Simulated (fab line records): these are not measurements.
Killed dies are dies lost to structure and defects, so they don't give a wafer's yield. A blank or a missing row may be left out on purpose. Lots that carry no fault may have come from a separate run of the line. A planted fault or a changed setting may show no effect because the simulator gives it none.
Chamber matching -- flow sky130 -- SKY_VIA3_CMP_02 on cmp-01 has 4 sister chambers
The step polishes SiO2. 8 wafers are shown with their chamber, then 7 later ones without.

WAFERS, EACH WITH ITS CHAMBER
wafer,chamber,motor current A (A),retaining ring pressure frac
L485.6,3,10.2,0.996
L487.5,1,10.7,0.999
L493.6,1,9.9,1.007
L495.3,2,9.6,1.005
L495.5,0,13.6,0.993
L495.6,3,10.1,0.989
L503.1,2,10.1,1.004
L503.3,0,13.1,0.999

WAFERS WITHOUT THEIR CHAMBER
wafer,motor current A (A),retaining ring pressure frac
L503.5,9.6,0.998
L504.3,11.0,1.003
L504.5,13.3,1.006
L504.6,10.3,0.993
L506.3,13.3,0.988
L506.4,10.3,0.998
L506.5,9.9,1.003

THE CHAMBER EACH PASSED THROUGH
wafer,from the rows above,in truth
L503.5,can't be placed: 2 or 3 or 1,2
L504.3,can't be placed: 1 or 2 or 3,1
L504.5,0,0
L504.6,can't be placed: 3 or 1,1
L506.3,0,0
L506.4,can't be placed: 1 or 3 or 2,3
L506.5,can't be placed: 2 or 1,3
Correctly placed: 2 of 7. These rows do not allow placing 5 (true chamber among the candidates in 4). 0 placed wrongly.
How it was worked out, from the rows above alone: a wafer's distance from a chamber is the root of the sum, over the readings, of the square of ((its reading less the chamber's mean) divided by the reading's scatter). The wafer belongs to the nearest chamber; if the next one is less than 2 further off, it can't be placed. Each chamber's mean is taken over the wafers shown for it. The scatter: take each reading less its chamber's mean, square it, sum over the shown wafers, divide by the number of wafers less the number of chambers, and take the root.
